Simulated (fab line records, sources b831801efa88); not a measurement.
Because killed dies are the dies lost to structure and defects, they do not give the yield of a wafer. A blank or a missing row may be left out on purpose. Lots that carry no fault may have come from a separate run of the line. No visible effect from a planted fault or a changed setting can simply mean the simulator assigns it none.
2 desks, one fault ; flow gf180mcu ; every desk sees just its own numbers, and what lay behind them comes last

## AT THE METROLOGY DESK
Means of the sampled wafers that have a number, per lot and without regard to the tool the lot ran on: this is what the gauges read. Marked OUT: a lot whose mean sits more than 4 standard deviations from the usual mean, which makes it out of limits; the brackets give that distance.
Columns: A = HV_LDD_TW at GF_HV_LDD_TW_MEAS_11, usual 2394; B = cdNm at GF_HV_LDD_CD_MEAS_19, usual 400.2 nm; C = HV_LDD_01_OVL at GF_HV_LDD_OVL_MEAS_20, usual 1.4 nm; D = HV_LDD_2_TW at GF_HV_LDD_TW_MEAS_23, usual 1048
lot;first seen here;A;B;C;D
L150;day 12 04:11;2399;399.5;0.7;1052
L151;day 12 11:01;2392;401.0;2.4;1053
L153;day 13 02:29;2403;397.9;0.9;1046
L162;day 15 10:26;2392;399.1;1.8;1069
L164;day 16 05:45;2408;401.4;1.7;1064
L166;day 16 13:21;2398;399.1;1.4;1060
L167;day 16 16:02;2374;402.2;0.6;1047
Result from this desk: across the 7 lots, nothing is out of limits.

## TOOL OWNER'S DESK, implanter-03
The tool's own readings at GF_HV_LDD_IMPLANT_21: means of the sampled wafers that have a number, for each lot that ran on this tool. Marked OUT: a lot whose mean sits more than 4 standard deviations from the usual mean, which makes it out of limits; the brackets give that distance.
Columns: A = beamOnS at GF_HV_LDD_IMPLANT_21, usual 9.98 s; B = endStationPressureTorr at GF_HV_LDD_IMPLANT_21, usual 5.22e-06 Torr; C = faradayCurrentUA at GF_HV_LDD_IMPLANT_21, usual 282
lot;first seen here;A;B;C
L150;day 12 21:44;10.01;5.70e-06;282
L162;day 16 08:35;10.64;3.84e-05 (+99 or more) OUT;262
L164;day 17 03:43;10.68;3.66e-05 (+99 or more) OUT;261
L166;day 17 12:04;10.61;3.63e-05 (+99 or more) OUT;263
Finding of this desk: L162, L164, L166 out of limits; the first was L162 at day 16 08:35, on endStationPressureTorr at GF_HV_LDD_IMPLANT_21. L150: within limits.

## TAKEN TOGETHER
An alarm could have come from the tool owner's desk at day 16 08:35, on L162, L164, L166.
Nothing out of limits was seen by the metrology desk.
The metrology desk has L162, L164, L166 on record, within its limits.
Of the lots named, all ran GF_HV_LDD_IMPLANT_21 on implanter-03.

## WHAT WAS PUT IN BY THE SIMULATOR
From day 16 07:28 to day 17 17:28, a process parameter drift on implanter-03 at GF_HV_LDD_IMPLANT_21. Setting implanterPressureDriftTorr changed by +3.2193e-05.
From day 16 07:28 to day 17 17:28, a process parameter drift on implanter-03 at GF_HV_LDD_IMPLANT_21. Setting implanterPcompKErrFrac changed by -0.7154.
Lots struck among those shown: L162, L164, L166.
Each desk's first reading out of limits, in hours after the fault started: the tool owner's desk, 1.
